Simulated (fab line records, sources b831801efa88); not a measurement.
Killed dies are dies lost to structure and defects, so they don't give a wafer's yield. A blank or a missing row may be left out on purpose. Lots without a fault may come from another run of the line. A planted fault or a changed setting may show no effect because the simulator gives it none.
fab line records | flow gf180mcu
record lots=5 wafers=15 last_day=33
route steps=602 shown STI@30 DNWELL@32 NWELL@42 LVPWELL@54 MVSD@66
lots that met no fault: from a run of the same line without faults
start_h: hours from the record's first day to the start of the lot's first wafer shown | wait_h: hours since the lot's step before | " the same as in the row above | L1.1+2: a row that stands for several wafers | - no value, or no start given | * or withheld: withheld | < > ~ a bound
route shown NAME@n: a module of which the file shows steps, and the number in the route of the first | usual: mean/standard deviation of fault-free wafers | same: alike in all rows | chamber/n: place in a boat | sites: the reading at each site | _std_site: their standard deviation | _edge_site: outer sites' mean less inner sites' | radius_mm: how far each site lies from the wafer's centre | mask NAME#n: copy n | behind: the tool/chamber that last shaped the wafer | hold: why the lot was held/for how many hours/how that ended | device: the transistor (n, p or np) that didn't switch | end of line: the same wafers' tests at the end of the route | a step without rows: its recipe alone | killed: dies lost to structure and defects at the first sort, not the wafer's yield | map: a wafer's dies, x killed, . not, _ none there
set.NAME: the setting as run; set.NAME@STEP: as run at that earlier step | model.NAME: the simulator's own value behind a step, which no gauge read
lots at some steps of the route; a table a step, a row a wafer
services: from which hour (start_h, from the record's first day; less than 0 if before it) a tool's chamber was out of use, for how many hours, and why
## steps
# step GF_STI_OXIDATION_29
# recipe temp_c=900 ambient=O2 stabilise_s=600 purge_s=300 target_thk_a=100 ox_time_s=1418
# usual spike_tc_bottom_C=920/4.2 zone_power_bottom_pct=29/4.3
# columns lot.wafer tool chamber start_h wait_h spike_tc_bottom_C zone_power_bottom_pct
L078.1 furnace-01 0 48.97 0.0 915 34
L078.3 " 0 " " 916 34
L078.4 " 0 " " 915 34
L079.2 furnace-02 0 58.79 0.0 921 25
L079.3 " 0 " " 923 25
L079.5 " 0 " " 925 26
L083.1 furnace-02 0 76.51 0.6 923 25
L083.2 " 0 " " 924 25
L083.4 " 0 " " 925 25
L092.2 furnace-02 0 121.51 0.4 924 25
L092.5 " 0 " " 924 25
L092.6 " 0 " " 924 25
L095.1 furnace-02 0 138.97 0.1 922 25
L095.3 " 0 " " 925 25
L095.4 " 0 " " 923 25
# step GF_STI_THK_MEAS_30
# recipe reads=SiO2_of_STI_OXIDATION_29
# usual STI_OXIDATION_02_THK=10.10/0.21
# columns lot.wafer tool chamber start_h wait_h STI_OXIDATION_02_THK[nm]
L078.1 film_metro-03 - 50.36 0.0 9.67
L078.3 " - " " 9.67
L078.4 " - " " 9.63
L079.2 film_metro-03 - 60.19 0.0 9.73
L079.3 " - " " 9.86
L079.5 " - " " 9.59
L083.1 film_metro-03 - 77.91 0.0 10.12
L083.2 " - " " 9.95
L083.4 " - " " 9.93
L092.2 film_metro-03 - 122.92 0.0 10.30
L092.5 " - " " 10.44
L092.6 " - " " 10.27
L095.1 film_metro-03 - 140.36 0.0 10.32
L095.3 " - " " 10.30
L095.4 " - " " 10.37
# step GF_DNWELL_DEHYDRATE_00
# recipe temp_c=200 time_s=60
# usual chill_plate_temp_C=22.99/0.11
# same time_s=60
# columns lot.wafer tool chamber start_h wait_h chill_plate_temp_C
L078.1 litho_track-02 0 55.86 5.5 22.89
L078.3 " 0 " " 22.96
L078.4 " 0 " " 22.94
L079.2 litho_track-01 0 66.31 6.1 23.11
L079.3 " 0 " " 22.92
L079.5 " 0 " " 23.04
L083.1 litho_track-01 0 83.78 5.9 22.94
L083.2 " 0 " " 22.92
L083.4 " 0 " " 23.01
L092.2 litho_track-03 0 130.25 7.3 22.94
L092.5 " 0 " " 23.04
L092.6 " 0 " " 23.09
L095.1 litho_track-03 0 147.57 7.2 23.13
L095.3 " 0 " " 23.23
L095.4 " 0 " " 23.23
# step GF_DNWELL_HMDS_01
# recipe prime_time_s=60 prime_temp_c=120
# usual chill_plate_temp_C=23.01/0.11
# columns lot.wafer tool chamber start_h wait_h chill_plate_temp_C
L078.1 litho_track-02 0 56.01 0.1 23.07
L078.3 " 0 " " 23.16
L078.4 " 0 " " 23.13
L079.2 litho_track-01 0 66.46 0.1 22.96
L079.3 " 0 " " 22.91
L079.5 " 0 " " 22.91
L083.1 litho_track-01 0 83.93 0.1 23.10
L083.2 " 0 " " 23.09
L083.4 " 0 " " 23.21
L092.2 litho_track-03 0 130.40 0.1 22.84
L092.5 " 0 " " 22.96
L092.6 " 0 " " 22.91
L095.1 litho_track-03 0 147.72 0.1 22.98
L095.3 " 0 " " 22.99
L095.4 " 0 " " 22.97
# step GF_DNWELL_COAT_02
# recipe spin_rpm=2000 resist_thk_nm=3000
# usual chill_plate_temp_C=22.99/0.09
# columns lot.wafer tool chamber start_h wait_h chill_plate_temp_C
L078.1 litho_track-02 0 56.16 0.1 23.09
L078.3 " 0 " " 23.01
L078.4 " 0 " " 22.92
L079.2 litho_track-01 0 66.61 0.1 22.99
L079.3 " 0 " " 22.93
L079.5 " 0 " " 23.10
L083.1 litho_track-01 0 84.08 0.1 23.00
L083.2 " 0 " " 22.89
L083.4 " 0 " " 22.86
L092.2 litho_track-03 0 130.55 0.1 22.98
L092.5 " 0 " " 22.93
L092.6 " 0 " " 22.96
L095.1 litho_track-03 0 147.87 0.1 22.99
L095.3 " 0 " " 22.89
L095.4 " 0 " " 22.86
# step GF_DNWELL_SOFTBAKE_03
# recipe temp_c=110 time_s=withheld
# usual chill_plate_temp_C=23.00/0.095
# columns lot.wafer tool chamber start_h wait_h chill_plate_temp_C
L078.1 litho_track-02 0 56.31 0.1 23.04
L078.3 " 0 " " 23.08
L078.4 " 0 " " 23.07
L079.2 litho_track-01 0 66.77 0.1 23.05
L079.3 " 0 " " 23.01
L079.5 " 0 " " 23.03
L083.1 litho_track-01 0 84.23 0.1 23.03
L083.2 " 0 " " 23.08
L083.4 " 0 " " 23.20
L092.2 litho_track-03 0 130.71 0.1 23.06
L092.5 " 0 " " 22.96
L092.6 " 0 " " 22.95
L095.1 litho_track-03 0 148.02 0.1 22.89
L095.3 " 0 " " 22.94
L095.4 " 0 " " 22.86
# step GF_DNWELL_EXPOSE_04
# recipe mask_id=DNWELL target_cd_nm=1700 na=0.6 source_shape=conventional sigma_outer=0.6 dose_mj=260
# columns lot.wafer tool chamber start_h wait_h mask
L078.1+3+4 iline_stepper-02 0 - - DNWELL#0
L079.2+3+5 iline_stepper-02 0 - - DNWELL#0
L083.1+2+4 iline_stepper-02 0 - - DNWELL#0
L092.2+5+6 iline_stepper-02 0 - - DNWELL#0
L095.1+3+4 iline_stepper-02 0 - - DNWELL#0
# step GF_DNWELL_PEB_05
# recipe temp_c=115 time_s=withheld
# usual chill_plate_temp_C=23.00/0.096
# columns lot.wafer tool chamber start_h wait_h chill_plate_temp_C
L078.1 litho_track-01 0 - - 23.08
L078.3 " 0 " " 23.13
L078.4 " 0 " " 23.10
L079.2 litho_track-02 0 - - 23.03
L079.3 " 0 " " 22.91
L079.5 " 0 " " 22.99
L083.1 litho_track-01 0 - - 22.95
L083.2 " 0 " " 23.13
L083.4 " 0 " " 22.94
L092.2 litho_track-03 0 - - 22.89
L092.5 " 0 " " 23.11
L092.6 " 0 " " 22.96
L095.1 litho_track-02 0 - - 22.92
L095.3 " 0 " " 23.06
L095.4 " 0 " " 22.87
# step GF_DNWELL_DEVELOP_06
# recipe wall_angle_deg=90 develop_time_s=60 dev_temp_c=23
# usual chill_plate_temp_C=23.01/0.11
# same develop_time_s=60
# columns lot.wafer tool chamber start_h wait_h chill_plate_temp_C
L078.1 litho_track-01 0 - - 22.86
L078.3 " 0 " " 23.13
L078.4 " 0 " " 22.96
L079.2 litho_track-02 0 - - 23.17
L079.3 " 0 " " 23.17
L079.5 " 0 " " 23.14
L083.1 litho_track-01 0 - - 23.12
L083.2 " 0 " " 22.87
L083.4 " 0 " " 22.95
L092.2 litho_track-03 0 - - 23.08
L092.5 " 0 " " 22.96
L092.6 " 0 " " 23.11
L095.1 litho_track-02 0 - - 23.06
L095.3 " 0 " " 23.20
L095.4 " 0 " " 23.06
# step GF_DNWELL_IMPLANT_07
# recipe species=P energy_kev=1500 dose_cm2=1e+13 tilt_deg=0
# same implant_ion_amu=31
# columns lot.wafer tool chamber start_h wait_h
L078.1+3+4 implanter-02 0 62.68 -
L079.2+3+5 implanter-01 0 73.28 -
L083.1+2+4 implanter-01 0 91.38 -
L092.2+5+6 implanter-01 0 137.80 -
L095.1+3+4 implanter-02 0 154.96 -
# step GF_DNWELL_STRIP_08
# recipe chemistry=O2/N2 power_w=1400 pressure_mtorr=1500 platen_temp_c=250 o2_flow_sccm=3000 n2_flow_sccm=300 overash_fraction=0.5
# usual drypump_motor_current_A=5.74/0.26 heater_power_w=344/32 oes_product_au=0.722/0.0047 platen_temp_c=250.00/0.18 strip_time_to_endpoint_s=36.97/0.084
# columns lot.wafer tool chamber start_h wait_h drypump_motor_current_A heater_power_w oes_product_au platen_temp_c rf_hours_counter_h strip_time_to_endpoint_s
L078.1 plasma_asher-01 1 62.83 0.1 5.63 388 0.723 250.16 35 36.90
L078.3 " 0 " " 5.92 367 0.715 249.90 - 36.97
L078.4 " 1 " " 5.63 379 0.716 250.14 - 36.92
L079.2 plasma_asher-01 1 73.41 0.1 5.63 382 0.723 250.04 36 37.11
L079.3 " 1 " " 5.65 386 0.720 250.21 - 37.00
L079.5 " 0 " " 5.87 358 0.725 250.04 - 37.17
L083.1 plasma_asher-04 1 91.53 0.1 5.71 338 0.719 250.00 30 36.84
L083.2 " 0 " " 5.82 313 0.724 250.07 30 36.98
L083.4 " 1 " " 5.72 350 0.724 249.80 - 36.87
L092.2 plasma_asher-01 0 137.92 0.1 5.89 358 0.719 250.06 43 37.03
L092.5 " 1 " " 5.65 389 0.724 249.96 - 37.08
L092.6 " 0 " " 5.89 361 0.722 250.19 - 37.16
L095.1 plasma_asher-02 1 155.11 0.1 5.22 287 0.726 250.25 4 36.84
L095.3 " 1 " " 5.21 295 0.730 250.16 - 36.88
L095.4 " 0 " " 6.14 319 0.728 250.27 - 36.84
# step GF_DNWELL_TW_MEAS_09
# usual DNWELL_TW=1347/13
# columns lot.wafer tool chamber start_h wait_h DNWELL_TW
L078.1 film_metro-03 - 62.93 0.1 1334
L078.3 " - " " 1331
L078.4 " - " " 1328
L079.2 film_metro-04 - 73.52 0.1 1362
L079.3 " - " " 1361
L079.5 " - " " 1364
L083.1 film_metro-02 - 91.63 0.1 1340
L083.2 " - " " 1334
L083.4 " - " " 1342
L092.2 film_metro-03 - 138.03 0.1 1339
L092.5 " - " " 1331
L092.6 " - " " 1331
L095.1 film_metro-04 - 155.21 0.1 1362
L095.3 " - " " 1367
L095.4 " - " " 1363
# step GF_NWELL_DEHYDRATE_00
# recipe temp_c=200 time_s=60
# usual chill_plate_temp_C=23.00/0.093
# same time_s=60
# columns lot.wafer tool chamber start_h wait_h chill_plate_temp_C
L078.1 litho_track-01 0 69.18 6.2 22.90
L078.3 " 0 " " 22.99
L078.4 " 0 " " 23.00
L079.2 litho_track-01 0 79.66 6.1 22.84
L079.3 " 0 " " 23.03
L079.5 " 0 " " 23.01
L083.1 litho_track-01 0 98.28 6.6 23.04
L083.2 " 0 " " 22.98
L083.4 " 0 " " 22.88
L092.2 litho_track-04 0 145.29 7.2 22.90
L092.5 " 0 " " 23.14
L092.6 " 0 " " 22.94
L095.1 litho_track-03 0 162.82 7.6 22.91
L095.3 " 0 " " 22.80
L095.4 " 0 " " 22.85
# step GF_NWELL_HMDS_01
# recipe prime_time_s=60 prime_temp_c=120
# usual chill_plate_temp_C=23.00/0.096
# columns lot.wafer tool chamber start_h wait_h chill_plate_temp_C
L078.1 litho_track-01 0 69.33 0.1 22.88
L078.3 " 0 " " 22.99
L078.4 " 0 " " 22.99
L079.2 litho_track-01 0 79.81 0.1 23.12
L079.3 " 0 " " 23.11
L079.5 " 0 " " 22.97
L083.1 litho_track-01 0 98.43 0.1 22.99
L083.2 " 0 " " 22.90
L083.4 " 0 " " 23.12
L092.2 litho_track-04 0 145.44 0.1 22.93
L092.5 " 0 " " 22.91
L092.6 " 0 " " 22.94
L095.1 litho_track-03 0 162.97 0.1 23.07
L095.3 " 0 " " 23.04
L095.4 " 0 " " 22.93
# step GF_NWELL_COAT_02
# recipe spin_rpm=2000 resist_thk_nm=3000
# usual chill_plate_temp_C=23.01/0.12
# columns lot.wafer tool chamber start_h wait_h chill_plate_temp_C
L078.1 litho_track-01 0 69.48 0.1 22.84
L078.3 " 0 " " 22.86
L078.4 " 0 " " 22.85
L079.2 litho_track-01 0 79.96 0.1 22.89
L079.3 " 0 " " 22.98
L079.5 " 0 " " 22.89
L083.1 litho_track-01 0 98.58 0.1 23.19
L083.2 " 0 " " 23.35
L083.4 " 0 " " 23.24
L092.2 litho_track-04 0 145.59 0.1 22.94
L092.5 " 0 " " 22.88
L092.6 " 0 " " 22.97
L095.1 litho_track-03 0 163.12 0.1 23.13
L095.3 " 0 " " 22.98
L095.4 " 0 " " 23.03
# step GF_NWELL_SOFTBAKE_03
# recipe temp_c=110 time_s=withheld
# usual chill_plate_temp_C=23.01/0.096
# columns lot.wafer tool chamber start_h wait_h chill_plate_temp_C
L078.1 litho_track-01 0 69.63 0.1 23.17
L078.3 " 0 " " 23.00
L078.4 " 0 " " 22.80
L079.2 litho_track-01 0 80.12 0.1 23.01
L079.3 " 0 " " 22.97
L079.5 " 0 " " 23.02
L083.1 litho_track-01 0 98.73 0.1 22.95
L083.2 " 0 " " 22.87
L083.4 " 0 " " 22.87
L092.2 litho_track-04 0 145.75 0.1 23.15
L092.5 " 0 " " 23.17
L092.6 " 0 " " 23.06
L095.1 litho_track-03 0 163.27 0.1 23.09
L095.3 " 0 " " 23.05
L095.4 " 0 " " 22.97
# step GF_NWELL_EXPOSE_04
# recipe mask_id=Nwell target_cd_nm=860 na=0.6 source_shape=conventional sigma_outer=0.6 dose_mj=260
# columns lot.wafer tool chamber start_h wait_h mask
L078.1+3+4 iline_stepper-02 0 - - Nwell#0
L079.2+3+5 iline_stepper-02 0 - - Nwell#0
L083.1+2+4 iline_stepper-01 0 - - Nwell#0
L092.2+5+6 iline_stepper-01 0 - - Nwell#0
L095.1+3+4 iline_stepper-02 0 - - Nwell#0
# step GF_NWELL_PEB_05
# recipe temp_c=115 time_s=withheld
# usual chill_plate_temp_C=23.01/0.12
# columns lot.wafer tool chamber start_h wait_h chill_plate_temp_C
L078.1 litho_track-03 0 - - 22.82
L078.3 " 0 " " 22.78
L078.4 " 0 " " 22.92
L079.2 litho_track-04 0 - - 22.95
L079.3 " 0 " " 23.05
L079.5 " 0 " " 23.11
L083.1 litho_track-04 0 - - 23.02
L083.2 " 0 " " 23.16
L083.4 " 0 " " 23.18
L092.2 litho_track-03 0 - - 22.94
L092.5 " 0 " " 23.11
L092.6 " 0 " " 23.03
L095.1 litho_track-04 0 - - 22.90
L095.3 " 0 " " 22.99
L095.4 " 0 " " 22.94
# step GF_NWELL_DEVELOP_06
# recipe wall_angle_deg=90 develop_time_s=60 dev_temp_c=23
# usual chill_plate_temp_C=22.98/0.098
# same develop_time_s=60
# columns lot.wafer tool chamber start_h wait_h chill_plate_temp_C
L078.1 litho_track-03 0 - - 23.08
L078.3 " 0 " " 23.13
L078.4 " 0 " " 23.12
L079.2 litho_track-04 0 - - 22.98
L079.3 " 0 " " 23.13
L079.5 " 0 " " 23.07
L083.1 litho_track-04 0 - - 23.10
L083.2 " 0 " " 23.04
L083.4 " 0 " " 23.05
L092.2 litho_track-03 0 - - 22.99
L092.5 " 0 " " 22.91
L092.6 " 0 " " 22.97
L095.1 litho_track-04 0 - - 22.84
L095.3 " 0 " " 22.96
L095.4 " 0 " " 22.91
# step GF_NWELL_OVL_MEAS_07
# usual NWELL_OVL=0.4/1.3
# columns lot.wafer tool chamber start_h wait_h NWELL_OVL[nm]
L078.1 overlay-01 - 76.37 - -1.5
L078.3 " - " " 0.8
L078.4 " - " " -1.1
L079.2 overlay-01 - 87.17 - -0.3
L079.3 " - " " 1.4
L079.5 " - " " 0.5
L083.1 overlay-01 - 105.87 - 0.6
L083.2 " - " " 2.9
L083.4 " - " " -0.5
L092.2 overlay-01 - 153.93 - -0.5
L092.5 " - " " 0.1
L092.6 " - " " 1.1
L095.1 overlay-01 - 170.42 - 0.0
L095.3 " - " " -0.7
L095.4 " - " " -1.2
# step GF_NWELL_IMPLANT_08
# recipe species=P energy_kev=450 dose_cm2=1.5e+13 tilt_deg=0
# same implant_ion_amu=31
# columns lot.wafer tool chamber start_h wait_h
L078.1+3+4 implanter-01 0 76.47 0.1
L079.2+3+5 implanter-01 0 87.23 0.0
L083.1+2+4 implanter-01 0 105.90 0.0
L092.2+5+6 implanter-03 0 153.98 0.0
L095.1+3+4 implanter-01 0 170.45 0.0
# step GF_NWELL_IMPLANT_09
# recipe species=P energy_kev=160 dose_cm2=4e+12 tilt_deg=0
# same implant_ion_amu=31
# columns lot.wafer tool chamber start_h wait_h
L078.1+3+4 implanter-01 0 76.62 0.1
L079.2+3+5 implanter-01 0 87.38 0.1
L083.1+2+4 implanter-01 0 106.05 0.1
L092.2+5+6 implanter-03 0 154.13 0.1
L095.1+3+4 implanter-01 0 170.60 0.1
# step GF_NWELL_STRIP_10
# recipe chemistry=O2/N2 power_w=1400 pressure_mtorr=1500 platen_temp_c=250 o2_flow_sccm=3000 n2_flow_sccm=300 overash_fraction=0.5
# usual drypump_motor_current_A=5.75/0.27 heater_power_w=324/23 oes_product_au=0.722/0.0046 platen_temp_c=249.97/0.19 strip_time_to_endpoint_s=36.93/0.11
# columns lot.wafer tool chamber start_h wait_h drypump_motor_current_A heater_power_w oes_product_au platen_temp_c rf_hours_counter_h strip_time_to_endpoint_s
L078.1 plasma_asher-02 1 76.77 0.1 5.21 312 0.721 250.24 46 36.95
L078.3 " 0 " " 6.15 311 0.718 249.84 - 36.96
L078.4 " 1 " " 5.23 318 0.725 250.35 - 36.96
L079.2 plasma_asher-02 0 87.50 0.1 6.15 310 0.719 250.21 48 37.09
L079.3 " 0 " " 6.15 315 0.719 250.39 - 37.01
L079.5 " 1 " " 5.17 311 0.732 250.01 - 36.93
L083.1 plasma_asher-04 1 106.20 0.1 5.73 343 0.722 250.33 32 36.83
L083.2 " 0 " " 5.80 305 0.723 249.92 32 36.83
L083.4 " 1 " " 5.73 346 0.719 250.14 - 36.85
L092.2 plasma_asher-02 1 154.26 0.1 5.19 280 0.728 249.91 4 36.93
L092.5 " 1 " " 5.16 288 0.721 249.86 - 37.10
L092.6 " 0 " " 6.13 322 0.726 249.93 - 37.09
L095.1 plasma_asher-03 1 170.75 0.1 5.85 348 0.728 249.68 49 37.07
L095.3 " 0 " " 5.77 309 0.728 249.92 - 36.93
L095.4 " 1 " " 5.86 363 0.724 249.77 - 36.93
# step GF_NWELL_TW_MEAS_11
# usual NWELL_TW=1570/15
# columns lot.wafer tool chamber start_h wait_h NWELL_TW
L078.1 film_metro-04 - 76.90 0.1 1579
L078.3 " - " " 1583
L078.4 " - " " 1582
L079.2 film_metro-02 - 87.61 0.1 1551
L079.3 " - " " 1547
L079.5 " - " " 1557
L083.1 film_metro-01 - 106.30 0.1 1582
L083.2 " - " " 1586
L083.4 " - " " 1588
L092.2 film_metro-01 - 154.37 0.1 1572
L092.5 " - " " 1562
L092.6 " - " " 1566
L095.1 film_metro-04 - 170.85 0.1 1570
L095.3 " - " " 1566
L095.4 " - " " 1565
# step GF_LVPWELL_DEHYDRATE_00
# recipe temp_c=200 time_s=60
# usual chill_plate_temp_C=23.01/0.1
# same time_s=60
# columns lot.wafer tool chamber start_h wait_h chill_plate_temp_C
L078.1 litho_track-02 0 82.81 5.9 22.72
L078.3 " 0 " " 23.03
L078.4 " 0 " " 22.94
L079.2 litho_track-01 0 94.06 6.4 22.91
L079.3 " 0 " " 22.90
L079.5 " 0 " " 22.96
L083.1 litho_track-04 0 113.32 7.0 23.11
L083.2 " 0 " " 23.07
L083.4 " 0 " " 23.16
L092.2 litho_track-04 0 161.74 7.4 23.18
L092.5 " 0 " " 23.17
L092.6 " 0 " " 23.11
L095.1 litho_track-01 0 175.83 5.0 23.03
L095.3 " 0 " " 23.09
L095.4 " 0 " " 23.14
# step GF_LVPWELL_HMDS_01
# recipe prime_time_s=60 prime_temp_c=120
# usual chill_plate_temp_C=23.00/0.11
# columns lot.wafer tool chamber start_h wait_h chill_plate_temp_C
L078.1 litho_track-02 0 82.96 0.1 23.00
L078.3 " 0 " " 22.99
L078.4 " 0 " " 22.85
L079.2 litho_track-01 0 94.21 0.1 23.02
L079.3 " 0 " " 23.15
L079.5 " 0 " " 23.18
L083.1 litho_track-04 0 113.47 0.1 23.07
L083.2 " 0 " " 23.10
L083.4 " 0 " " 23.26
L092.2 litho_track-04 0 161.89 0.1 22.94
L092.5 " 0 " " 23.06
L092.6 " 0 " " 22.96
L095.1 litho_track-01 0 175.98 0.1 22.87
L095.3 " 0 " " 22.84
L095.4 " 0 " " 23.03
# step GF_LVPWELL_COAT_02
# recipe spin_rpm=2000 resist_thk_nm=3000
# usual chill_plate_temp_C=23.02/0.11
# columns lot.wafer tool chamber start_h wait_h chill_plate_temp_C
L078.1 litho_track-02 0 83.11 0.1 22.91
L078.3 " 0 " " 22.99
L078.4 " 0 " " 22.93
L079.2 litho_track-01 0 94.36 0.1 23.08
L079.3 " 0 " " 23.05
L079.5 " 0 " " 22.84
L083.1 litho_track-04 0 113.62 0.1 22.99
L083.2 " 0 " " 23.08
L083.4 " 0 " " 23.02
L092.2 litho_track-04 0 162.04 0.1 23.01
L092.5 " 0 " " 23.05
L092.6 " 0 " " 23.18
L095.1 litho_track-01 0 176.13 0.1 23.07
L095.3 " 0 " " 23.12
L095.4 " 0 " " 23.08
# step GF_LVPWELL_SOFTBAKE_03
# recipe temp_c=110 time_s=withheld
# usual chill_plate_temp_C=22.99/0.12
# columns lot.wafer tool chamber start_h wait_h chill_plate_temp_C
L078.1 litho_track-02 0 83.26 0.1 22.97
L078.3 " 0 " " 23.16
L078.4 " 0 " " 23.21
L079.2 litho_track-01 0 94.52 0.1 23.01
L079.3 " 0 " " 23.08
L079.5 " 0 " " 23.06
L083.1 litho_track-04 0 113.77 0.1 23.07
L083.2 " 0 " " 23.11
L083.4 " 0 " " 23.17
L092.2 litho_track-04 0 162.20 0.1 22.91
L092.5 " 0 " " 22.83
L092.6 " 0 " " 23.16
L095.1 litho_track-01 0 176.28 0.1 22.94
L095.3 " 0 " " 22.79
L095.4 " 0 " " 23.13
# step GF_LVPWELL_EXPOSE_04
# recipe mask_id=LVPWELL target_cd_nm=600 na=0.6 source_shape=conventional sigma_outer=0.6 dose_mj=260
# columns lot.wafer tool chamber start_h wait_h mask
L078.1+3+4 iline_stepper-02 0 - - LVPWELL#0
L079.2+3+5 iline_stepper-02 0 - - LVPWELL#0
L083.1+2+4 iline_stepper-01 0 - - LVPWELL#0
L092.2+5+6 iline_stepper-02 0 - - LVPWELL#0
L095.1+3+4 iline_stepper-02 0 - - LVPWELL#0
# step GF_LVPWELL_PEB_05
# recipe temp_c=115 time_s=withheld
# usual chill_plate_temp_C=22.99/0.1
# columns lot.wafer tool chamber start_h wait_h chill_plate_temp_C
L078.1 litho_track-01 0 - - 23.08
L078.3 " 0 " " 23.11
L078.4 " 0 " " 22.98
L079.2 litho_track-04 0 - - 23.13
L079.3 " 0 " " 23.17
L079.5 " 0 " " 22.87
L083.1 litho_track-04 0 - - 23.11
L083.2 " 0 " " 23.16
L083.4 " 0 " " 23.25
L092.2 litho_track-01 0 - - 23.04
L092.5 " 0 " " 23.01
L092.6 " 0 " " 23.07
L095.1 litho_track-02 0 - - 22.97
L095.3 " 0 " " 23.09
L095.4 " 0 " " 22.99
# step GF_LVPWELL_DEVELOP_06
# recipe wall_angle_deg=90 develop_time_s=60 dev_temp_c=23
# usual chill_plate_temp_C=23.01/0.1
# same develop_time_s=60
# columns lot.wafer tool chamber start_h wait_h chill_plate_temp_C
L078.1 litho_track-01 0 - - 22.99
L078.3 " 0 " " 22.88
L078.4 " 0 " " 22.89
L079.2 litho_track-04 0 - - 23.00
L079.3 " 0 " " 23.06
L079.5 " 0 " " 22.92
L083.1 litho_track-04 0 - - 23.09
L083.2 " 0 " " 23.09
L083.4 " 0 " " 23.08
L092.2 litho_track-01 0 - - 23.10
L092.5 " 0 " " 22.95
L092.6 " 0 " " 22.95
L095.1 litho_track-02 0 - - 23.08
L095.3 " 0 " " 22.92
L095.4 " 0 " " 22.81
# step GF_LVPWELL_OVL_MEAS_07
# usual LVPWELL_OVL=0.6/1.3
# columns lot.wafer tool chamber start_h wait_h LVPWELL_OVL[nm]
L078.1 overlay-01 - 91.03 - 1.4
L078.3 " - " " 1.9
L078.4 " - " " 0.4
L079.2 overlay-01 - 101.62 - 2.8
L079.3 " - " " 2.9
L079.5 " - " " 2.0
L083.1 overlay-02 - 121.17 - -0.5
L083.2 " - " " 1.1
L083.4 " - " " 0.8
L092.2 overlay-02 - 169.19 - 2.7
L092.5 " - " " 1.7
L092.6 " - " " 1.8
L095.1 overlay-01 - 181.21 - 0.8
L095.3 " - " " 0.4
L095.4 " - " " -0.3
# step GF_LVPWELL_IMPLANT_08
# recipe species=B energy_kev=170 dose_cm2=1.5e+13 tilt_deg=0
# same implant_ion_amu=11
# columns lot.wafer tool chamber start_h wait_h
L078.1+3+4 implanter-01 0 91.07 0.0
L079.2+3+5 implanter-02 0 101.68 0.0
L083.1+2+4 implanter-01 0 121.20 0.0
L092.2+5+6 implanter-01 0 169.24 0.0
L095.1+3+4 implanter-01 0 181.24 0.0
# step GF_LVPWELL_IMPLANT_09
# recipe species=B energy_kev=60 dose_cm2=5e+12 tilt_deg=0
# same implant_ion_amu=11
# columns lot.wafer tool chamber start_h wait_h
L078.1+3+4 implanter-01 0 91.22 0.1
L079.2+3+5 implanter-02 0 101.83 0.1
L083.1+2+4 implanter-01 0 121.35 0.1
L092.2+5+6 implanter-01 0 169.39 0.1
L095.1+3+4 implanter-01 0 181.39 0.1
# step GF_LVPWELL_STRIP_10
# recipe chemistry=O2/N2 power_w=1400 pressure_mtorr=1500 platen_temp_c=250 o2_flow_sccm=3000 n2_flow_sccm=300 overash_fraction=0.5
# usual drypump_motor_current_A=5.79/0.097 heater_power_w=353/27 oes_product_au=0.723/0.0041 platen_temp_c=249.97/0.19 strip_time_to_endpoint_s=36.91/0.099
# columns lot.wafer tool chamber start_h wait_h drypump_motor_current_A heater_power_w oes_product_au platen_temp_c rf_hours_counter_h strip_time_to_endpoint_s
L078.1 plasma_asher-01 1 91.37 0.1 5.68 381 0.716 249.86 38 37.00
L078.3 " 1 " " 5.68 395 0.722 249.69 - 36.92
L078.4 " 0 " " 5.92 358 0.721 249.89 - 36.89
L079.2 plasma_asher-04 0 101.95 0.1 5.81 312 0.728 249.78 31 37.00
L079.3 " 1 " " 5.70 332 0.721 249.86 - 36.90
L079.5 " 1 " " 5.69 354 0.724 249.73 - 37.02
L083.1 plasma_asher-01 0 121.50 0.1 5.91 362 0.715 249.86 41 36.94
L083.2 " 1 " " 5.65 388 0.724 249.80 41 36.86
L083.4 " 1 " " 5.65 378 0.727 250.16 - 36.88
L092.2 plasma_asher-03 1 169.52 0.1 5.81 373 0.729 249.94 49 36.89
L092.5 " 0 " " 5.79 304 0.716 250.13 - 36.92
L092.6 " 1 " " 5.84 356 0.724 249.65 - 37.03
L095.1 plasma_asher-04 1 181.54 0.1 5.69 344 0.727 249.92 40 36.98
L095.3 " 0 " " 5.80 303 0.723 249.85 - 36.97
L095.4 " 1 " " 5.70 339 0.722 249.84 - 36.80
# step GF_LVPWELL_TW_MEAS_11
# usual LVPWELL_TW=556/5.8
# columns lot.wafer tool chamber start_h wait_h LVPWELL_TW
L078.1 film_metro-01 - 91.47 0.1 562
L078.3 " - " " 565
L078.4 " - " " 563
L079.2 film_metro-04 - 102.06 0.1 559
L079.3 " - " " 561
L079.5 " - " " 557
L083.1 film_metro-04 - 121.60 0.1 559
L083.2 " - " " 560
L083.4 " - " " 561
L092.2 film_metro-01 - 169.63 0.1 566
L092.5 " - " " 565
L092.6 " - " " 563
L095.1 film_metro-02 - 181.64 0.1 549
L095.3 " - " " 552
L095.4 " - " " 548
# step GF_MVSD_DEHYDRATE_00
# recipe temp_c=200 time_s=60
# usual chill_plate_temp_C=23.00/0.11
# same time_s=60
# columns lot.wafer tool chamber start_h wait_h chill_plate_temp_C
L078.1 litho_track-02 0 97.76 6.3 23.01
L078.3 " 0 " " 23.04
L078.4 " 0 " " 22.87
L079.2 litho_track-02 0 108.28 6.2 23.08
L079.3 " 0 " " 22.98
L079.5 " 0 " " 23.14
L083.1 litho_track-02 0 128.31 6.7 23.06
L083.2 " 0 " " 23.04
L083.4 " 0 " " 23.09
L092.2 litho_track-02 0 175.28 5.6 23.04
L092.5 " 0 " " 22.92
L092.6 " 0 " " 22.96
L095.1 litho_track-03 0 185.82 4.2 22.87
L095.3 " 0 " " 22.95
L095.4 " 0 " " 22.92
## services
# columns tool chamber start_h hours kind
plasma_asher-03 - 59.42 13.7 repair
iline_stepper-01 - 62.28 4.3 pm
implanter-02 - 65.74 3.3 repair
furnace-01 - 74.86 3.1 pm
implanter-03 - 86.99 13.8 pm
implanter-01 - 99.45 2.4 pm
implanter-03 - 100.76 4.0 pm
implanter-02 - 104.91 3.5 pm
plasma_asher-02 - 108.75 9.0 pm
plasma_asher-02 0 108.75 9.0 vent_cycle
plasma_asher-02 1 108.75 9.0 vent_cycle
litho_track-04 - 112.98 - consumable_replace:filter
plasma_asher-02 0 117.75 - clean
plasma_asher-02 1 117.75 - clean
plasma_asher-01 - 124.96 1.0 repair
iline_stepper-01 - 129.66 1.7 pm
iline_stepper-02 - 131.33 1.7 pm
implanter-01 - 134.84 2.9 pm
implanter-03 - 137.69 5.5 repair
iline_stepper-01 - 138.20 2.1 pm
iline_stepper-01 - 140.28 - consumable_replace:lamp
implanter-01 - 150.30 1.3 repair
iline_stepper-02 0 157.60 - calibration
implanter-02 - 182.38 2.0 repair
## key
fault none
